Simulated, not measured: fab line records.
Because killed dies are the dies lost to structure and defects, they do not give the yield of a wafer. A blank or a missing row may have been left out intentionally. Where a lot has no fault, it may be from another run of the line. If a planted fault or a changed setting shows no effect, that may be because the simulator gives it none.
Which tool was responsible? -- flow gf180mcu -- Sampling: 11 lots, 33 wafers, 5 of 602 route steps

== WHAT THE GAUGES SHOWED, per wafer ==
GF_M1_THK_MEAS_06: measures by xrf.
lot,measured,on,M1_ALCU_THK (nm)
L158,day 16 10:55,film_metro-04,447 444 449
L160,day 17 00:56,film_metro-04,447 446 443
L169,day 20 18:23,film_metro-02,454 450 455
L170,day 20 23:03,film_metro-02,452 446 449
L172,day 21 23:01,film_metro-02,438 447 439
L174,day 22 12:16,film_metro-01,448 449 448
L175,day 22 14:47,film_metro-01,443 436 437
L177,day 23 10:28,film_metro-02,444 440 442
L178,day 23 16:53,film_metro-01,452 442 450
L179,day 24 00:24,film_metro-01,444 447 448
L180,day 24 08:26,film_metro-04,456 451 449

GF_M2_RS_MEAS_05: a four-point-probe measurement.
lot,measured,on,M2_ALCU_RS (ohm/sq)
L158,day 18 11:23,film_metro-04,0.0684 0.0708 0.0686
L160,day 19 03:02,film_metro-04,0.0688 0.0715 0.0690
L169,day 22 20:08,film_metro-04,0.0747 0.0690 0.0745
L170,day 23 00:49,film_metro-04,0.0687 0.0688 0.0743
L172,day 23 23:16,film_metro-03,0.0686 0.0698 0.0702
L174,day 24 12:05,film_metro-03,0.0688 0.0694 0.0680
L175,day 24 14:34,film_metro-01,0.0700 0.0704 0.0705
L177,day 25 09:00,film_metro-01,0.0695 0.0702 0.0698
L178,day 25 16:14,film_metro-04,0.0689 0.0689 0.0690
L179,day 26 00:20,film_metro-04,0.0716 0.0699 0.0709
L180,day 26 06:01,film_metro-03,0.0693 0.0688 0.0695

GF_M2_THK_MEAS_06: measures by xrf.
lot,measured,on,M2_ALCU_THK (nm)
L158,day 18 11:29,film_metro-04,452 440 453
L160,day 19 03:09,film_metro-04,452 437 452
L169,day 22 20:15,film_metro-04,417 452 419
L170,day 23 00:55,film_metro-04,450 454 420
L172,day 23 23:23,film_metro-03,450 444 440
L174,day 24 12:12,film_metro-03,453 447 458
L175,day 24 14:41,film_metro-01,443 439 440
L177,day 25 09:07,film_metro-01,444 441 444
L178,day 25 16:20,film_metro-04,454 449 450
L179,day 26 00:26,film_metro-04,435 447 440
L180,day 26 06:08,film_metro-03,448 451 447

== TOOL THAT RAN EACH LOT (tool first, then ch and the chambers of the sampled wafers, then the start) ==
lot,GF_M2_SPUTTER_01,GF_M2_SPUTTER_02
L158,"pvd_sputter-03, day 18 11:14","pvd_sputter-03, day 18 11:16"
L160,"pvd_sputter-03, day 19 02:55","pvd_sputter-03, day 19 02:56"
L169,"pvd_sputter-03, day 22 20:00","pvd_sputter-03, day 22 20:02"
L170,"pvd_sputter-03, day 23 00:40","pvd_sputter-03, day 23 00:42"
L172,"pvd_sputter-04, day 23 23:08","pvd_sputter-04, day 23 23:10"
L174,"pvd_sputter-01, day 24 11:58","pvd_sputter-01, day 24 11:59"
L175,"pvd_sputter-04, day 24 14:26","pvd_sputter-04, day 24 14:28"
L177,"pvd_sputter-01, day 25 08:53","pvd_sputter-01, day 25 08:55"
L178,"pvd_sputter-03, day 25 16:05","pvd_sputter-03, day 25 16:07"
L179,"pvd_sputter-04, day 26 00:10","pvd_sputter-04, day 26 00:11"
L180,"pvd_sputter-01, day 26 05:54","pvd_sputter-01, day 26 05:56"
- GF_M2_SPUTTER_01: material TiN, target thk 30 nm, time 25 s.
- GF_M2_SPUTTER_02: material AlCu, target thk 450 nm, time 23.9 s.

== WHAT THE TOOLS THEMSELVES READ (means of the sampled wafers that have a number; where no wafer has one, the mark that the record gives instead) ==
GF_M2_SPUTTER_01.
lot,tool,throttle_valve_pct (%)
L158,pvd_sputter-03,30.6
L160,pvd_sputter-03,31.1
L169,pvd_sputter-03,31.1
L170,pvd_sputter-03,30.6
L172,pvd_sputter-04,29.8
L174,pvd_sputter-01,30.8
L175,pvd_sputter-04,30.3
L177,pvd_sputter-01,30.4
L178,pvd_sputter-03,30.8
L179,pvd_sputter-04,29.7
L180,pvd_sputter-01,30.5

GF_M2_SPUTTER_02.
lot,tool,throttle_valve_pct (%)
L158,pvd_sputter-03,30.8
L160,pvd_sputter-03,31.1
L169,pvd_sputter-03,31.0
L170,pvd_sputter-03,30.8
L172,pvd_sputter-04,29.7
L174,pvd_sputter-01,30.8
L175,pvd_sputter-04,30.2
L177,pvd_sputter-01,30.7
L178,pvd_sputter-03,30.5
L179,pvd_sputter-04,29.8
L180,pvd_sputter-01,30.5

== THE ANSWER, worked out from the rows above alone ==
Rule: what is usual is taken from the lots themselves. The widest of any qualifying gaps counts: lots, ordered by their means at a reading, are off when they make up no more than a third of the lots, leave a main group of 4 or more, and stand apart from it by 3 or more times the standard deviation of that group's means. The tables above print the reading to a certain number of digits; a main group whose means all agree to those digits is not used. Also off: a lot with no number at a reading for which 4 or more lots have one. The other lots that the step has rows for count as sound. After the gauges, taken in route order, come the tools' own readings; for these a lot's mean is taken, as printed above. The first step at which some lot is off is used, and at that step the reading that is off furthest; a lot without a number counts as furthest.
No lot is off at any reading shown: from this, nothing can be told.

== WHAT WAS PUT IN BY THE SIMULATOR ==
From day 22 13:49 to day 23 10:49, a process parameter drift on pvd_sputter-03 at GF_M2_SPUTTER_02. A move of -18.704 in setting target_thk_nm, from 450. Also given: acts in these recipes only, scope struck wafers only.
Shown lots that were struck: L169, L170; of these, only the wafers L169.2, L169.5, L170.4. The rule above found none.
